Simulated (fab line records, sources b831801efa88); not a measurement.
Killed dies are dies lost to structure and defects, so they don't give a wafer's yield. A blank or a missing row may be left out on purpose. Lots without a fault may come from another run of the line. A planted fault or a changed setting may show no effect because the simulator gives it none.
Chamber matching | flow gf180mcu | GF_V3_CMP_04 on cmp-01: 4 sister chambers
The step polishes SiO2. 14 wafers are shown with their chamber, then 7 later ones without.

WAFERS WITH THEIR CHAMBER
wafer  | chamber | motor_current_A (A) | time_to_endpoint_s (s)
L373.1 | 1       | 12.6                | 79
L373.5 | 1       | 12.4                | 84
L373.6 | 0       | 10.7                | 93
L386.1 | 3       | 11.8                | 73
L386.2 | 2       | 10.9                | 85
L386.6 | 0       | 10.6                | 96
L390.1 | 0       | 10.7                | 87
L390.5 | 1       | 12.5                | 85
L390.6 | 0       | 10.5                | 96
L391.2 | 2       | 10.2                | 85
L391.4 | 3       | 12.2                | 90
L391.5 | 2       | 10.5                | 90
L392.1 | 3       | 12.3                | 80
L392.2 | 0       | 10.6                | 87

SIGNATURES (means of the wafers above)
reading            | chamber 0 | chamber 1 | chamber 2 | chamber 3 | scatter within a chamber
motor_current_A    | 10.620    | 12.500    | 10.533    | 12.100    | 0.208
time_to_endpoint_s | 91.80     | 82.67     | 86.67     | 81.00     | 5.16
Rule: a wafer's distance from a chamber is the root of the sum, over the readings, of the square of ((its reading less the chamber's mean) divided by the reading's scatter). The wafer belongs to the nearest chamber; if the next one is less than 2 further off, it can't be placed. The scatter: the root of (the sum of the squares of (reading less its chamber's mean) over the shown wafers, divided by (wafers less chambers)).

WAFERS WITHOUT THEIR CHAMBER
wafer  | motor_current_A (A) | time_to_endpoint_s (s)
L392.6 | 13.0                | 88
L393.1 | 10.4                | 87
L393.4 | 10.8                | 100
L393.5 | 10.7                | 96
L395.1 | 11.0                | 93
L395.2 | 13.0                | 90
L395.5 | 10.4                | 100

WHICH CHAMBER EACH WENT THROUGH
wafer  | from the rows above     | in truth
L392.6 | can't be placed: 1 or 3 | 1
L393.1 | can't be placed: 2 or 0 | 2
L393.4 | can't be placed: 0 or 2 | 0
L393.5 | can't be placed: 0 or 2 | 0
L395.1 | can't be placed: 0 or 2 | 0
L395.2 | can't be placed: 1 or 3 | 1
L395.5 | can't be placed: 0 or 2 | 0
Placed correctly: 0 of 7. Can't be placed from these rows: 7 (the true chamber is among the candidates in 7). Placed wrongly: 0.
